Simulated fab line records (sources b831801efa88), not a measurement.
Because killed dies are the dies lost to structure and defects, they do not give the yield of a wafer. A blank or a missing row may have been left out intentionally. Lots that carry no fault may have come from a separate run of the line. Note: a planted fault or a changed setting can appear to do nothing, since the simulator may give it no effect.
Code-filled problem report in 8D (eight disciplines) form || flow gf180mcu || the parts of the form that need people (team, actions taken, sign-off) are left out

== 1. THE PROBLEM ==
Wafers without a fault read 804.2, standard deviation 1.1; wafer_temp_C_max at GF_SALICIDE_RTA_08 reads a mean of 735.7 on 9 wafers belonging to 3 lots. That is -62 standard deviations from the usual mean.
The step: time 30 s.
First observed at day 18 16:35: wafer L478.1, on rtp_anneal-02. The record holds 21 wafers of 7 lots with a number at this step. Rule for "out" (also "out of limits"): further than 4 standard deviations from the usual mean. All remaining wafers that have a number are taken as sound.

== 2. WHAT THIS IS AND IS NOT ==
{"question": "which readings at this step", "is": "wafer_temp_C_max, lamp_power_pct", "is not": "-"}
{"question": "which lots", "is": "L478, L479, L480", "is not": "L482, L489, L492, L493"}
{"question": "which wafers of those lots", "is": "all that have a number", "is not": "-"}
{"question": "read on which tools", "is": "rtp_anneal-02", "is not": "rtp_anneal-01"}
{"question": "when", "is": "from day 18 16:35", "is not": "up to then (0 sound wafers); but 12 sound wafers of L482, L489, L492, L493 came after"}

== 3. WHAT RULES OUT EACH SUSPECT ==
Counting: a tool stays on the suspect list if, at a process step up to the reading, it processed all lots that are out and no sound lot following the first of them.
- rtp_anneal-02 at GF_SALICIDE_RTA_08 (time 30 s): ruled out as a lasting fault. Following L478 (day 18 16:35), the first lot on it that is out, the sound lots L492 were run on it.
Left after counting: nothing in the record.

== 4. THE CAUSE (what the simulator had put in) ==
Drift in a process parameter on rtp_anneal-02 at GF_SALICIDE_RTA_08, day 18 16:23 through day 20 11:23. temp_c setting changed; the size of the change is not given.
Counting ruled it out, wrongly.

== 5. THE CHAIN OF EFFECTS, in route order ==
Each row: a reading whose mean over the struck wafers that have a number lies more than 3 standard deviations from the usual. Only readings for which the record gives a usual standard deviation are gone through. hours: the time from each lot's start at the first step in this table that gives one to its start at this step, as a median over the lots. sigmas: the change in usual standard deviations.
{"hours": 0, "step": "GF_SALICIDE_RTA_08", "reading": "lamp_power_pct", "usual": "16.38 %", "on struck wafers": 13.03, "change": -3.35, "sigmas": -15}
{"hours": 0, "step": "GF_SALICIDE_RTA_08", "reading": "wafer_temp_C_max", "usual": 804.2, "on struck wafers": 735.7, "change": -68.5, "sigmas": -62}
Process steps it contains:
- GF_SALICIDE_RTA_08: time 30 s.

== 6. WHAT WOULD HAVE CAUGHT IT SOONER ==
The fault began at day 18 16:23; the first out-of-limits reading in this record came at day 18 16:35, 0 hours later.
